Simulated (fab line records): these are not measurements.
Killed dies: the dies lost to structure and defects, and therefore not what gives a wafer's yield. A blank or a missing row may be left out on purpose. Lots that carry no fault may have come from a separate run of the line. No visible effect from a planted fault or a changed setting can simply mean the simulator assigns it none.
fab line records    flow sfqLine
record: lots: 14  wafers: 42  lastDay: 88
route steps=325 shown M2@89 M5@206 M7@292 M8@318
lots that met no fault: taken from a fault-free run of the same line
startH: the number of hours between the record's first day and the start of the first shown wafer of the lot    waitH: time in hours since the lot's previous step    " repeats the value in the row above    L1.1+2: several wafers, shown together as one row    - no value present, or no start provided    * or withheld: withheld    < > ~ a bound
route shown NAME@n: names a module that has steps shown in the file, with the first one's number in the route    usual: average and standard deviation across the fault-free wafers    same: alike in all rows    chamber/n: place in a boat    sites: per-site readings    _std_site: standard deviation across them    _edge_site: outer sites' mean less inner sites'    radiusMm: for every site, how far away it sits from the centre of the wafer    mask NAME#n: copy n    behind: the last tool/chamber to shape the wafer    hold: the reason the lot was held/the length of the hold in hours/how it ended    device: names the non-switching transistor (n, p or np)    end of line: the tests these same wafers got at the end of their route    a step with no rows: only its recipe    killed: dies that structure and defects cost at the first sort, which is not the same as the wafer's yield    map: the dies of a wafer, with x for killed, . for not killed, _ for no die there
set.NAME: the setting the step ran with; set.NAME@STEP: the setting that earlier step ran with    model.NAME: the simulator's own value behind a step, which no gauge read
route steps across a sampled set of lots; one table per step, one row per wafer
services: a tool's chamber out of use, with start hour (startH, from the record's first day; less than 0 if before it), hours out, and reason
== steps ==
step: SFQ_TRILAYER_M2_DEP_SPUTTER_055
recipe: material: Nb  basePressurePa: 1.33e-06  chamberPressurePa: 0.1333  substrateTempC: 20  resputterCathodeVoltageV: 400  targetThkNm: 200  powerW: 2000  timeS: 133.3
usual: throttleValvePct: 29.7/1.1
lot.wafer  tool           chamber  startH  waitH  throttleValvePct
L781.3     pvdSputter-04  -        613.49  0.0    27.5
L781.4     "              -        "       "      29.6
L781.6     "              -        "       "      27.5
L782.1     pvdSputter-06  -        618.47  0.0    30.2
L782.2     "              -        "       "      30.2
L782.3     "              -        "       "      31.1
L788.1     pvdSputter-06  -        806.87  0.0    31.1
L788.5     "              -        "       "      30.3
L788.6     "              -        "       "      31.3
L789.3     pvdSputter-06  -        810.47  0.0    30.3
L789.4     "              -        "       "      31.3
L789.6     "              -        "       "      30.5
L790.4     pvdSputter-04  -        817.67  0.0    29.4
L790.5     "              -        "       "      30.6
L790.6     "              -        "       "      29.7
L791.1     pvdSputter-04  -        828.47  0.0    29.3
L791.2     "              -        "       "      30.9
L791.3     "              -        "       "      27.6
L792.3     pvdSputter-03  -        841.84  0.0    30.0
L792.5     "              -        "       "      30.4
L792.6     "              -        "       "      29.8
L794.2     pvdSputter-03  -        856.24  0.0    30.3
L794.5     "              -        "       "      29.1
L794.6     "              -        "       "      29.8
L795.1     pvdSputter-04  -        859.87  0.0    27.5
L795.2     "              -        "       "      30.9
L795.4     "              -        "       "      29.7
L796.2     pvdSputter-04  -        886.38  0.0    29.8
L796.3     "              -        "       "      30.7
L796.6     "              -        "       "      29.9
L797.3     pvdSputter-04  -        898.26  0.0    29.5
L797.5     "              -        "       "      30.5
L797.6     "              -        "       "      29.5
L799.2     pvdSputter-06  -        915.26  0.0    30.7
L799.3     "              -        "       "      30.5
L799.6     "              -        "       "      30.6
L800.1     pvdSputter-03  -        929.66  0.0    30.6
L800.2     "              -        "       "      30.1
L800.4     "              -        "       "      29.1
L801.1     pvdSputter-04  -        938.50  0.0    29.2
L801.2     "              -        "       "      27.4
L801.5     "              -        "       "      27.6
step: SFQ_M2_RS_MEAS_914
recipe: thkMeasGauge: four-point-probe  reads: Nb_of_TRILAYER_M2_DEP_SPUTTER_055
usual: M2_NB_RS: 0.891/0.01
lot.wafer  tool          chamber  startH  waitH  M2_NB_RS[ohm/sq]
L781.3     filmMetro-01  -        613.63  0.1    0.900
L781.4     "             -        "       "      0.902
L781.6     "             -        "       "      0.909
L782.1     filmMetro-01  -        618.56  0.0    0.886
L782.2     "             -        "       "      0.876
L782.3     "             -        "       "      0.865
L788.1     filmMetro-04  -        806.97  0.0    0.880
L788.5     "             -        "       "      0.889
L788.6     "             -        "       "      2.936
L789.3     filmMetro-03  -        810.61  0.1    0.904
L789.4     "             -        "       "      0.883
L789.6     "             -        "       "      3.116
L790.4     filmMetro-01  -        817.83  0.1    0.875
L790.5     "             -        "       "      0.888
L790.6     "             -        "       "      0.897
L791.1     filmMetro-04  -        828.57  0.0    0.875
L791.2     "             -        "       "      0.880
L791.3     "             -        "       "      0.890
L792.3     filmMetro-03  -        841.97  0.1    0.894
L792.5     "             -        "       "      0.896
L792.6     "             -        "       "      0.897
L794.2     filmMetro-03  -        856.35  0.1    0.872
L794.5     "             -        "       "      0.874
L794.6     "             -        "       "      0.871
L795.1     filmMetro-04  -        859.96  0.0    0.908
L795.2     "             -        "       "      0.899
L795.4     "             -        "       "      0.908
L796.2     filmMetro-04  -        886.49  0.1    0.907
L796.3     "             -        "       "      0.907
L796.6     "             -        "       "      0.907
L797.3     filmMetro-03  -        898.39  0.1    0.894
L797.5     "             -        "       "      0.898
L797.6     "             -        "       "      0.895
L799.2     filmMetro-04  -        915.37  0.1    0.874
L799.3     "             -        "       "      0.878
L799.6     "             -        "       "      0.879
L800.1     filmMetro-01  -        929.75  0.0    0.908
L800.2     "             -        "       "      0.908
L800.4     "             -        "       "      0.899
L801.1     filmMetro-04  -        938.59  0.0    0.888
L801.2     "             -        "       "      0.892
L801.5     "             -        "       "      0.892
step: SFQ_TRILAYER_M2_ETCH_METAL_ETCH_060
recipe: target: Nb  stopOn: SiO2  maskMaterial: PR  chemistry: Cl2/Ar  targetDepthNm: 240  icpW: 600  biasW: 80  pressureMtorr: 10  timeS: 120
usual: drypumpMotorCurrentA: 5.69/0.18  oesProductAu: 0.893/0.008
lot.wafer  tool         chamber  startH   waitH  drypumpMotorCurrentA  oesProductAu  rfHoursCounterH
L781.3     rieMetal-04  1        758.02   0.1    5.92                  0.880         -
L781.4     "            0        "        "      5.80                  0.890         -
L781.6     "            1        "        "      5.91                  0.886         -
L782.1     rieMetal-04  1        762.78   0.0    5.92                  0.892         113
L782.2     "            0        "        "      5.81                  0.895         125
L782.3     "            1        "        "      5.91                  0.913         -
L788.1     rieMetal-02  1        810.78   0.0    5.40                  0.894         54
L788.5     "            1        "        "      5.39                  0.891         -
L788.6     "            0        "        "      5.69                  0.541         -
L789.3     rieMetal-02  1        814.27   0.1    5.40                  0.887         -
L789.4     "            0        "        "      5.72                  0.897         -
L789.6     "            1        "        "      5.41                  0.519         -
L790.4     rieMetal-04  1        820.33   0.1    5.92                  0.910         -
L790.5     "            0        "        "      5.78                  0.908         -
L790.6     "            1        "        "      5.91                  0.890         -
L791.1     rieMetal-04  1        831.09   0.0    5.93                  0.899         123
L791.2     "            0        "        "      5.80                  0.899         133
L791.3     "            0        "        "      5.78                  0.897         -
L792.3     rieMetal-02  1        844.62   0.1    5.38                  0.887         -
L792.5     "            0        "        "      5.70                  0.893         -
L792.6     "            1        "        "      5.40                  0.898         -
L794.2     rieMetal-02  1        858.85   0.0    5.40                  0.907         60
L794.5     "            1        "        "      5.39                  0.913         -
L794.6     "            0        "        "      5.73                  0.907         -
L795.1     rieMetal-01  0        862.55   0.1    5.60                  0.887         53
L795.2     "            0        "        "      5.57                  0.890         -
L795.4     "            0        "        "      5.58                  0.885         -
L796.2     rieMetal-04  0        1037.33  0.0    5.79                  0.882         24
L796.3     "            0        "        "      5.80                  0.889         -
L796.6     "            1        "        "      5.93                  0.886         -
L797.3     rieMetal-02  0        1049.37  0.1    5.67                  0.885         -
L797.5     "            1        "        "      5.39                  0.886         -
L797.6     "            0        "        "      5.68                  0.884         -
L799.2     rieMetal-04  0        1067.33  0.0    5.80                  0.911         28
L799.3     "            0        "        "      5.77                  0.899         -
L799.6     "            0        "        "      5.78                  0.904         -
L800.1     rieMetal-01  1        1075.73  0.0    5.62                  0.891         28
L800.2     "            0        "        "      5.59                  0.889         83
L800.4     "            0        "        "      5.59                  0.885         -
L801.1     rieMetal-02  0        1087.83  0.0    5.74                  0.890         40
L801.2     "            1        "        "      5.38                  0.893         85
L801.5     "            0        "        "      5.70                  0.895         -
step: SFQ_TRILAYER_M5_ETCH_METAL_ETCH_126
recipe: target: Nb  stopOn: SiO2  maskMaterial: PR  overEtchFrac: 0.15  timeS: 203.2  chemistry: Cl2/BCl3  targetDepthNm: 265  icpW: 600  biasW: 80  pressureMtorr: 10
usual: drypumpMotorCurrentA: 6.0/0.35  oesProductAu: 0.731/0.0055
lot.wafer  tool         chamber  startH   waitH  drypumpMotorCurrentA  oesProductAu  rfHoursCounterH
L781.3     rieMetal-04  1        1417.15  0.1    5.9                   0.732         -
L781.4     "            0        "        "      5.8                   0.727         -
L781.6     "            0        "        "      5.8                   0.738         -
L782.1     rieMetal-03  1        1418.53  0.0    6.0                   0.736         61
L782.2     "            0        "        "      6.4                   0.729         128
L782.3     "            1        "        "      6.0                   0.724         -
L788.1     rieMetal-04  1        1557.61  0.0    5.9                   0.732         96
L788.5     "            1        "        "      5.9                   0.737         -
L788.6     "            0        "        "      5.8                   0.718         -
L789.3     rieMetal-02  0        1561.28  0.1    5.7                   0.735         -
L789.4     "            1        "        "      5.4                   0.728         -
L789.6     "            1        "        "      5.4                   0.732         -
L790.4     rieMetal-04  1        1566.08  0.1    6.0                   0.732         -
L790.5     "            1        "        "      6.0                   0.724         -
L790.6     "            0        "        "      5.8                   0.733         -
L791.1     rieMetal-03  0        1567.27  0.1    6.4                   0.726         8
L791.2     "            0        "        "      6.4                   0.739         -
L791.3     "            0        "        "      6.5                   0.729         -
L792.3     rieMetal-02  1        1570.48  0.1    5.4                   0.740         -
L792.5     "            0        "        "      5.7                   0.731         -
L792.6     "            1        "        "      5.4                   0.731         -
L794.2     rieMetal-04  0        1587.74  0.0    5.8                   0.731         111
L794.5     "            0        "        "      5.8                   0.734         -
L794.6     "            1        "        "      6.0                   0.723         -
L795.1     rieMetal-02  0        1590.14  0.0    5.7                   0.731         114
L795.2     "            1        "        "      5.4                   0.729         36
L795.4     "            1        "        "      5.4                   0.735         -
L796.2     rieMetal-03  1        1634.54  0.0    6.0                   0.742         83
L796.3     "            0        "        "      6.4                   0.735         -
L796.6     "            0        "        "      6.4                   0.734         -
L797.3     rieMetal-03  1        1653.80  0.1    6.0                   0.729         -
L797.5     "            0        "        "      6.4                   0.733         -
L797.6     "            1        "        "      6.0                   0.737         -
L799.2     rieMetal-03  1        1677.74  0.0    6.0                   0.719         87
L799.3     "            0        "        "      6.5                   0.733         -
L799.6     "            0        "        "      6.5                   0.729         -
L800.1     rieMetal-04  0        1679.12  0.1    5.8                   0.728         121
L800.2     "            0        "        "      5.8                   0.724         -
L800.4     "            0        "        "      5.8                   0.733         -
L801.1     rieMetal-03  0        1781.42  0.0    6.5                   0.736         33
L801.2     "            1        "        "      6.0                   0.735         99
L801.5     "            1        "        "      6.0                   0.738         -
step: SFQ_TRILAYER_M7_BARC_OPEN_METAL_ETCH_229
recipe: maskMaterial: PR  chemistry: O2  targetDepthNm: 125  target: BARC  icpW: 600  biasW: 80  pressureMtorr: 10  timeS: 41.7
usual: drypumpMotorCurrentA: 5.7/0.32  oesProductAu: 0.685/0.0048
lot.wafer  tool         chamber  startH   waitH  drypumpMotorCurrentA  oesProductAu  rfHoursCounterH
L781.3     rieMetal-02  1        1827.21  0.0    5.4                   0.691         -
L781.4     "            0        "        "      5.7                   0.688         -
L781.6     "            0        "        "      5.7                   0.698         -
L782.1     rieMetal-02  1        1829.59  0.0    5.4                   0.688         70
L782.2     "            0        "        "      5.7                   0.681         19
L782.3     "            1        "        "      5.4                   0.678         -
L788.1     rieMetal-02  1        1845.12  0.0    5.4                   0.691         72
L788.5     "            0        "        "      5.7                   0.684         -
L788.6     "            1        "        "      5.4                   0.679         -
L789.3     rieMetal-01  0        1851.27  0.0    5.6                   0.693         -
L789.4     "            1        "        "      5.6                   0.681         -
L789.6     "            0        "        "      5.6                   0.689         -
L790.4     rieMetal-02  0        1855.59  0.0    5.7                   0.679         -
L790.5     "            1        "        "      5.4                   0.675         -
L790.6     "            0        "        "      5.7                   0.690         -
L791.1     rieMetal-01  1        1945.33  0.0    5.6                   0.679         15
L791.2     "            0        "        "      5.6                   0.682         67
L791.3     "            0        "        "      5.6                   0.689         -
L792.3     rieMetal-02  1        2015.46  0.0    5.4                   0.679         -
L792.5     "            0        "        "      5.7                   0.682         -
L792.6     "            1        "        "      5.4                   0.682         -
L794.2     rieMetal-01  0        2025.04  0.0    5.6                   0.677         77
L794.5     "            1        "        "      5.6                   0.678         -
L794.6     "            0        "        "      5.6                   0.678         -
L795.1     rieMetal-01  0        2031.04  0.0    5.6                   0.678         79
L795.2     "            1        "        "      5.6                   0.680         26
L795.4     "            1        "        "      5.6                   0.675         -
L796.2     rieMetal-01  1        2051.44  0.0    5.6                   0.681         30
L796.3     "            0        "        "      5.6                   0.691         -
L796.6     "            1        "        "      5.6                   0.690         -
L797.3     rieMetal-03  0        2056.26  0.0    6.4                   0.687         -
L797.5     "            0        "        "      6.4                   0.685         -
L797.6     "            1        "        "      6.0                   0.689         -
L799.2     rieMetal-03  1        2073.04  0.0    6.0                   0.682         22
L799.3     "            1        "        "      6.0                   0.688         -
L799.6     "            0        "        "      6.4                   0.683         -
L800.1     rieMetal-03  1        2075.55  0.0    6.0                   0.686         23
L800.2     "            0        "        "      6.5                   0.687         82
L800.4     "            1        "        "      6.0                   0.681         -
L801.1     rieMetal-01  0        2100.75  0.0    5.6                   0.684         89
L801.2     "            1        "        "      5.6                   0.682         37
L801.5     "            0        "        "      5.6                   0.688         -
step: SFQ_M8_OVL_MEAS_948
usual: M8_OVL: -2/6.2
lot.wafer  tool        chamber  startH   waitH  M8_OVL[nm]
L781.3     overlay-02  -        2008.21  0.1    1
L781.4     "           -        "        "      -3
L781.6     "           -        "        "      -9
L782.1     overlay-02  -        2013.00  0.1    -7
L782.2     "           -        "        "      -1
L782.3     "           -        "        "      -3
L788.1     overlay-02  -        2023.34  0.1    9
L788.5     "           -        "        "      2
L788.6     "           -        "        "      2
L789.3     overlay-02  -        2024.55  0.1    -12
L789.4     "           -        "        "      -13
L789.6     "           -        "        "      -10
L790.4     overlay-02  -        2025.75  0.1    5
L790.5     "           -        "        "      0
L790.6     "           -        "        "      0
L791.1     overlay-02  -        2026.94  0.1    -12
L791.2     "           -        "        "      -8
L791.3     "           -        "        "      -12
L792.3     overlay-02  -        2034.15  0.1    7
L792.5     "           -        "        "      3
L792.6     "           -        "        "      1
L794.2     overlay-01  -        2041.81  0.1    3
L794.5     "           -        "        "      -2
L794.6     "           -        "        "      2
L795.1     overlay-01  -        2048.60  0.1    2
L795.2     "           -        "        "      3
L795.4     "           -        "        "      -3
L796.2     overlay-02  -        2063.19  0.1    4
L796.3     "           -        "        "      16
L796.6     "           -        "        "      7
L797.3     overlay-01  -        2068.16  0.1    -9
L797.5     "           -        "        "      -8
L797.6     "           -        "        "      -4
L799.2     overlay-01  -        2092.77  0.1    -5
L799.3     "           -        "        "      -7
L799.6     "           -        "        "      -4
L800.1     overlay-01  -        2093.97  0.1    -8
L800.2     "           -        "        "      -5
L800.4     "           -        "        "      -4
L801.1     overlay-01  -        2113.76  0.1    1
L801.2     "           -        "        "      4
L801.5     "           -        "        "      1
== services ==
tool         chamber  startH   hours  kind
rieMetal-04  -        623.98   1.4    pm
rieMetal-02  1        653.68   30.1   repair
rieMetal-02  -        697.77   1.3    repair
rieMetal-02  0        784.88   5.5    repair
rieMetal-04  0        793.62   7.3    repair
rieMetal-04  -        828.27   1.7    repair
rieMetal-04  1        861.26   5.8    repair
rieMetal-02  -        878.46   0.9    repair
rieMetal-04  -        915.31   2.8    pm
rieMetal-02  1        965.01   9.9    repair
rieMetal-02  -        1007.22  1.4    pm
rieMetal-02  0        1009.54  15.0   repair
rieMetal-04  1        1059.76  7.1    repair
rieMetal-04  -        1082.37  1.4    repair
rieMetal-02  -        1235.24  1.6    repair
rieMetal-04  1        1246.41  6.7    repair
rieMetal-02  -        1249.84  0.1    repair
rieMetal-04  -        1391.62  0.8    repair
rieMetal-02  0        1404.21  4.0    repair
rieMetal-02  -        1415.92  28.1   pm
rieMetal-02  -        1529.40  0.8    repair
rieMetal-02  -        1632.35  2.8    pm
rieMetal-02  1        1674.84  10.0   repair
rieMetal-02  1        1943.80  9.8    repair
== key ==
firstSign: step: SFQ_M2_RS_MEAS_914  reading: M2_NB_RS  direction: up  sigmas: 99+  usual: 0.891  struck: 3.026
effect: step: SFQ_TRILAYER_M2_ETCH_METAL_ETCH_060  reading: oesProductAu  direction: down  sigmas: 45  usual: 0.893  struck: 0.530
metAt SFQ_TRILAYER_M2_DEP_SPUTTER_055
struckLots L788,L789
struckWafers L788.6,L789.6
notActingAt SFQ_TRILAYER_M5_ETCH_METAL_ETCH_126,SFQ_TRILAYER_M7_BARC_OPEN_METAL_ETCH_229,SFQ_M8_OVL_MEAS_948
onsetBetween 618.47 806.87
fault: kind: processParameterDrift  tool: pvdSputter-06  chamber: -  onsetH: 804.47  steps: SFQ_TRILAYER_M2_DEP_SPUTTER_055  channel: targetThkNm  offset: -139.41  shape: step  endH: 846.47  scope: struckWafersOnly  actsIn: theseRecipesOnly  stated: 200
